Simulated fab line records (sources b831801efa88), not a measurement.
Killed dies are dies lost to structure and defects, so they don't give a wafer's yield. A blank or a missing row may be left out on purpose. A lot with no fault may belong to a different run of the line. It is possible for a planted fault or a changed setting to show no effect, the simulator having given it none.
Problem report in the 8D (eight disciplines) form, filled by code -- flow gf180mcu -- the parts of the form that need people (team, actions taken, sign-off) are left out

## 1. WHAT WENT WRONG
V5_CVD_02_THK at GF_V5_THK_MEAS_03 reads a mean of 2462 nm on 1 wafer of 1 lot; wafers without a fault read 1447 nm with a standard deviation of 24. Relative to the usual mean, that is a shift of +42 standard deviations.
Earliest sighting: wafer L390.5 on film metro-03 at day 32 08:44. The record has a number at this step for 36 wafers belonging to 12 lots. Rule for "out" (also "out of limits"): further than 4 standard deviations from the usual mean. Any other wafer with a number is counted as sound.

## 2. WHAT THIS IS AND IS NOT
question,is,is not
which readings at this step,V5_CVD_02_THK,-
which lots,L390,"L370, L371, L372, L373, L375, L377, L378, L379, L380, L392, L393"
which wafers of those lots,L390.5,"L390.3, L390.6"
read on which gauges,film metro-03,"film metro-01, film metro-04"
when,from day 32 08:44,"up to then (29 sound wafers); but 6 sound wafers of L392, L393 came after"

## 3. THE SUSPECTS, EACH WITH WHAT RULES IT OUT
Counting: any tool at a process step up to the reading remains a suspect provided it ran every lot that is out. Sound lots after the first of them don't rule it out here, since some wafers of a struck lot are sound.
- the gauge at GF_V5_THK_MEAS_03: kept. All the wafers that are out were read on film metro-03, and no step on other tools shows them out.
- pvd sputter-01 at GF_MIM_SPUTTER_02 (material AlCu, target thk 450 nm, time 23.9 s): kept. It ran the lot that is out, L390 (day 30 20:31); its last sound lot up to then is L380 (day 27 18:44).
- pecvd-03 at GF_V5_CVD_02 (deposits SiO2 from TEOS, target thk 1450 nm, time 163.28 s): kept. It ran the lot that is out, L390 (day 32 08:37); its last sound lot up to then is L377 (day 28 13:06).
- Within pecvd-03 at GF_V5_CVD_02, the wafers that are out were processed in chamber 0 and their sound lot-mates in chamber 2.
After the count, these remain: pvd sputter-01 at GF_MIM_SPUTTER_02, pecvd-03 at GF_V5_CVD_02 and film metro-03 at GF_V5_THK_MEAS_03.

## 4. THE CAUSE (what the simulator had put in)
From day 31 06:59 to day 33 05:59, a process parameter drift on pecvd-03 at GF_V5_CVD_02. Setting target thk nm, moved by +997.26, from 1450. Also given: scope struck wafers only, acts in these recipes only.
After counting, 3 suspects remain, this tool included.

## 5. SEQUENCE OF EFFECTS, ordered by route
Each row: a reading where the mean over the struck wafers with a number is more than 3 standard deviations away from the usual. Scope: only readings with a usual standard deviation given in the record; hours: median across lots of the time from each lot's start at the first step in this table that gives one to its start at this step; sigmas: change in usual standard deviations.
hours,step,reading,usual,on struck wafers,change,sigmas
0,GF_V5_THK_MEAS_03,V5_CVD_02_THK,1447 nm,2462,+1015,+42
Later steps that measure or inspect, where all struck wafers having a row at the step show a number for every such reading and not one has moved that far: GF_V5_RS_MEAS_24.

## 6. HOW IT WOULD HAVE BEEN CAUGHT EARLIER
In this record the first reading out of limits at a measuring or inspecting step was taken at day 32 08:44, 26 hours after the fault began at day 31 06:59.
An alarm limit of 4 standard deviations would not have fired on the tool readings at GF_V5_CVD_02 for which the record gives a usual standard deviation, since none of them was out on any struck wafer.
Each of the lots that are out, 1 in all, had begun GF_V5_CVD_02 on pecvd-03 no later than day 32 08:44. Had the tool been put on hold then, not one of them would have been saved.
